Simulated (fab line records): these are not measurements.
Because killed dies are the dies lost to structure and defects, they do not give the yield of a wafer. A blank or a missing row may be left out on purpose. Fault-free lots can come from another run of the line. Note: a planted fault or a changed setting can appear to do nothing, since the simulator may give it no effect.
Which tool was responsible?    flow sky130    Sampling: 14 lots, 42 wafers, 4 of 708 route steps

WHAT THE GAUGES SHOWED, per wafer
SKY_NWELL_OVL_MEAS_10.
lot   measured      on          NWELL_00_OVL (nm)
L253  day 4 22:58   overlay-02  -3.9 -2.3 -2.5
L254  day 5 00:01   overlay-02  1.8 2.9 1.2
L255  day 5 07:49   overlay-02  -1.7 -0.5 -1.5
L256  day 5 13:00   overlay-02  -0.5 -2.1 -1.5
L257  day 5 21:49   overlay-02  3.8 3.8 4.1
L258  day 6 02:01   overlay-02  -1.3 -2.2 -0.4
L259  day 6 07:04   overlay-01  -3.0 -1.7 -1.1
L260  day 6 13:08   overlay-01  2.7 -0.6 0.6
L263  day 7 05:13   overlay-02  -0.3 -1.0 0.2
L264  day 7 12:49   overlay-01  -1.4 -3.8 -2.0
L274  day 10 02:59  overlay-02  4.0 2.9 2.0
L275  day 10 08:43  overlay-02  -2.1 -3.0 -3.5

SKY_VT_ADJUST_LVTN_OVL_MEAS_18.
lot   measured      on          VT_ADJUST_LVTN_01_OVL (nm)
L253  day 8 04:59   overlay-01  0.2 -1.4 -0.1
L254  day 8 06:59   overlay-01  -0.2 -0.3 -2.2
L255  day 8 14:52   overlay-01  -0.7 -0.5 1.4
L256  day 8 20:57   overlay-02  0.2 -1.6 -0.1
L257  day 9 06:25   overlay-02  -0.3 -1.7 0.2
L258  day 9 11:53   overlay-02  -1.2 -2.6 -2.1
L259  day 9 17:41   overlay-02  -1.8 -0.4 -1.9
L260  day 10 00:53  overlay-01  -0.2 1.4 1.8
L263  day 10 20:06  overlay-02  -0.5 0.4 1.2
L264  day 11 03:55  overlay-01  1.4 -2.1 1.0
L274  day 14 04:31  overlay-01  0.3 0.3 1.0
L275  day 14 12:02  overlay-01  -0.7 -1.6 0.6

SKY_VT_ADJUST_HVTR_CD_MEAS_07: target cd 380 nm.
lot   measured      on        cdNm (nm)
L253  day 9 23:43   cdSem-02  386 386 384
L254  day 10 01:37  cdSem-01  380 378 381
L255  day 10 10:49  cdSem-02  385 384 385
L256  day 10 17:37  cdSem-02  375 374 373
L257  day 11 04:13  cdSem-02  378 378 380
L258  day 11 09:52  cdSem-02  380 378 381
L259  day 11 16:47  cdSem-02  381 380 378
L260  day 11 23:23  cdSem-01  380 380 382
L263  day 12 21:06  cdSem-02  378 379 381
L264  day 13 03:44  cdSem-01  378 380 385
L274  day 16 08:40  cdSem-02  377 378 378
L275  day 16 19:35  cdSem-02  379 376 376

TOOL THAT RAN EACH LOT (tool first, then ch and the chambers of the sampled wafers, then the start)
lot   SKY_FIELD_ISO_WET_ETCH_18
L253  wetBench-03 ch 2, day 2 10:40
L254  wetBench-03 ch 1, day 2 15:07
L255  wetBench-02 ch 3, day 2 21:27
L256  wetBench-01 ch 1, day 3 02:57
L257  wetBench-03 ch 2, day 3 09:33
L258  wetBench-02 ch 3, day 3 13:09
L259  wetBench-02 ch 1, day 3 19:28
L260  wetBench-03 ch 3, day 3 22:19
L263  wetBench-01 ch 1, day 4 14:15
L264  wetBench-03 ch 1, day 4 21:34
L271  wetBench-03 ch 3, day 6 08:07
L272  wetBench-03 ch 1, day 6 14:07
L274  wetBench-03 ch 2, day 7 01:33
L275  wetBench-02 ch 1, day 7 04:33
- SKY_FIELD_ISO_WET_ETCH_18: etches Si3N4 in H3PO4, target depth 25 nm, time 286 s.

AS READ BY THE TOOLS THEMSELVES (means over the sampled wafers that have a number; for cases with no such wafer, the mark the record gives instead)
SKY_FIELD_ISO_WET_ETCH_18.
lot   tool         bathGuardTempC (C)  bathHeatDutyPct (%)  tempC (C)
L253  wetBench-03  159.8               33                   160.02
L254  wetBench-03  159.4               26                   160.21
L255  wetBench-02  160.0               26                   160.22
L256  wetBench-01  159.9               33                   159.88
L257  wetBench-03  159.6               33                   159.89
L258  wetBench-02  160.0               26                   159.80
L259  wetBench-02  160.7               26                   159.88
L260  wetBench-03  159.1               29                   159.98
L263  wetBench-01  160.0               32                   159.98
L264  wetBench-03  159.4               27                   159.87
L271  wetBench-03  -                   -                    -
L272  wetBench-03  -                   -                    -
L274  wetBench-03  159.5               32                   159.99
L275  wetBench-02  160.9               27                   159.79

THE ANSWER, worked out from the rows above alone
Rule: usual is defined by the lots themselves. Put in order of their means at a reading, lots are off if they are a third of the lots or fewer, leave a main group of 4 or more, and stand apart from it by a gap of 3 or more times the standard deviation of the main group's means; of several such gaps the widest counts. A main group is skipped when, at the precision printed for the reading in the tables above, its means are all equal. A lot without any number at a reading at which 4 lots or more have one is off too. Where the step has rows for the other lots, those lots are counted as sound. After the gauges, taken in route order, come the tools' own readings; for these a lot's mean is taken, as printed above. At the first step where some lot is off, the reading lying furthest off is the one used; lots without a number count as furthest.
Off, at SKY_FIELD_ISO_WET_ETCH_18 on bathGuardTempC: L271, L272. Without a number there: L271, L272. The main group has a mean of 159.9 C with a standard deviation of 0.5.
If a tool, at that step or one of the process steps before it, ran each lot that is off and ran no sound lot following the first of them, it fits. Of those tried, none fits.

WHAT THE SIMULATOR PUT IN
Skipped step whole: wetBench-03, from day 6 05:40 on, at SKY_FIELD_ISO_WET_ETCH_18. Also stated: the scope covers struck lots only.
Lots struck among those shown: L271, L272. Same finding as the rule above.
